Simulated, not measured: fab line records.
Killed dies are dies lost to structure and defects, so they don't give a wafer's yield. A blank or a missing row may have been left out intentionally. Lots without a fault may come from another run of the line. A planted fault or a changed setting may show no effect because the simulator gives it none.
The tool behind it: which one?    flow sfq-line    15 lots with 45 wafers sampled at 3 steps, on a route of 325 steps

== WHAT THE GAUGES SHOWED, per wafer ==
SFQ_I3_BOW_MEAS_922.
lot   measured      on             I3_BOW (um)
L353  day 37 22:24  film-metro-01  11 -5 2
L354  day 39 19:08  film-metro-01  8 8 5
L358  day 40 07:07  film-metro-04  4 3 -6
L359  day 40 13:07  film-metro-04  6 4 -8
L361  day 41 01:05  film-metro-04  4 5 5
L366  day 47 15:20  film-metro-04  19 14 16
L367  day 47 18:21  film-metro-04  2 8 11
L368  day 47 21:22  film-metro-04  15 13 10
L370  day 48 01:05  film-metro-01  -16 -18 -11
L371  day 48 03:20  film-metro-04  0 -9 3
L372  day 54 19:33  film-metro-01  2 3 14
L373  day 54 21:49  film-metro-02  9 -1 0
L374  day 55 01:33  film-metro-02  -2 1 -1
L375  day 55 15:47  film-metro-01  13 11 4
L376  day 56 02:49  film-metro-04  -5 -12 -10

== EACH LOT AND THE TOOL THAT RAN IT (in order: tool; ch and the chambers of the sampled wafers; start) ==
lot   SFQ_TRILAYER_I0_CMP_CMP_028    SFQ_TRILAYER_I1_VIA_STRIP_STRIP_053
L353  cmp-01 ch 1,2, day 12 08:43    rie-metal-03 ch 0,1, day 25 10:07
L354  cmp-01 ch 1,3, day 12 20:48    rie-metal-04 ch 0,1, day 31 00:45
L358  cmp-01 ch 1,2, day 14 08:04    rie-metal-03 ch 0,1, day 32 06:33
L359  cmp-01 ch 0,2,3, day 14 13:34  rie-metal-04 ch 0,1, day 32 12:33
L361  cmp-01 ch 2,3, day 15 01:16    rie-metal-04 ch 0,1, day 32 22:09
L366  cmp-02 ch 0,1,2, day 16 11:56  rie-metal-01 ch 0,1, day 35 11:19
L367  cmp-02 ch 0,1,2, day 17 05:22  rie-metal-01 ch 0,1, day 36 13:43
L368  cmp-01 ch 0,1,3, day 18 00:40  rie-metal-04 ch 0,1, day 37 03:07
L370  cmp-01 ch 0,2,3, day 18 20:58  rie-metal-04 ch 1, day 37 13:43
L371  cmp-01 ch 1,2,3, day 19 04:53  rie-metal-03 ch 0,1, day 37 21:26
L372  cmp-01 ch 1,2,3, day 19 22:34  rie-metal-01 ch 0,1, day 38 09:23
L373  cmp-02 ch 0,2, day 20 00:58    rie-metal-01 ch 0,1, day 38 11:47
L374  cmp-02 ch 0,1,3, day 20 07:40  rie-metal-03 ch 0,1, day 38 17:47
L375  cmp-02 ch 0,1,2, day 20 18:46  rie-metal-04 ch 0,1, day 39 02:11
L376  cmp-02 ch 0,1, day 21 00:28    rie-metal-04 ch 0,1, day 39 08:23
- SFQ_TRILAYER_I0_CMP_CMP_028: polishes SiO2.
- SFQ_TRILAYER_I1_VIA_STRIP_STRIP_053: strips in O2.

== AS READ BY THE TOOLS THEMSELVES (means over the sampled wafers that have a number; for cases with no such wafer, the mark the record gives instead) ==
SFQ_TRILAYER_I0_CMP_CMP_028.
lot   tool    motor-current-A (A)  platen-rpm (rpm)  time-to-endpoint-s (s)
L353  cmp-01  11.6                 59.99             216
L354  cmp-01  11.4                 59.98             214
L358  cmp-01  11.6                 61.98             218
L359  cmp-01  10.5                 62.00             207
L361  cmp-01  11.4                 64.00             202
L366  cmp-02  9.9                  60.03             210
L367  cmp-02  10.1                 60.02             212
L368  cmp-01  10.5                 60.00             217
L370  cmp-01  10.6                 60.01             220
L371  cmp-01  11.6                 59.98             214
L372  cmp-01  11.1                 60.01             225
L373  cmp-02  10.1                 59.99             212
L374  cmp-02  9.5                  59.96             206
L375  cmp-02  9.7                  59.97             215
L376  cmp-02  10.2                 60.00             218

SFQ_TRILAYER_I1_VIA_STRIP_STRIP_053.
lot   tool          drypump-motor-current-A (A)  oes-product-au (a.u.)
L353  rie-metal-03  5.93                         1.001
L354  rie-metal-04  5.70                         1.001
L358  rie-metal-03  5.91                         1.005
L359  rie-metal-04  5.72                         0.996
L361  rie-metal-04  5.53                         0.996
L366  rie-metal-01  5.87                         1.001
L367  rie-metal-01  5.86                         0.999
L368  rie-metal-04  5.52                         0.998
L370  rie-metal-04  5.37                         0.997
L371  rie-metal-03  5.76                         1.000
L372  rie-metal-01  5.86                         1.000
L373  rie-metal-01  5.76                         0.996
L374  rie-metal-03  5.93                         0.999
L375  rie-metal-04  5.51                         0.987
L376  rie-metal-04  5.53                         1.001

== THE ANSWER, worked out from the rows above alone ==
Rule: the usual values come from the lots themselves. Put in order of their means at a reading, lots are off if they are a third of the lots or fewer, leave a main group of 4 or more, and stand apart from it by a gap of 3 or more times the standard deviation of the main group's means; of several such gaps the widest counts. A main group is skipped when, at the precision printed for the reading in the tables above, its means are all equal. Also off: a lot with no number at a reading for which 4 or more lots have one. All remaining lots with rows at the step are treated as sound. The gauges are gone through in route order, then the tools' own readings, and for those a lot's mean is taken as printed above. The first step at which some lot is off is used, and at that step the reading that is off furthest; a lot without a number counts as furthest.
Off at SFQ_TRILAYER_I0_CMP_CMP_028 (platen-rpm): L358, L359, L361. The main group: mean 59.99 rpm, standard deviation 0.02.
A tool fits if, at that step or a process step before it, it ran every lot that is off, and no sound lot after the first of them. Of those tried, none fits.

== WHAT WAS PUT IN BY THE SIMULATOR ==
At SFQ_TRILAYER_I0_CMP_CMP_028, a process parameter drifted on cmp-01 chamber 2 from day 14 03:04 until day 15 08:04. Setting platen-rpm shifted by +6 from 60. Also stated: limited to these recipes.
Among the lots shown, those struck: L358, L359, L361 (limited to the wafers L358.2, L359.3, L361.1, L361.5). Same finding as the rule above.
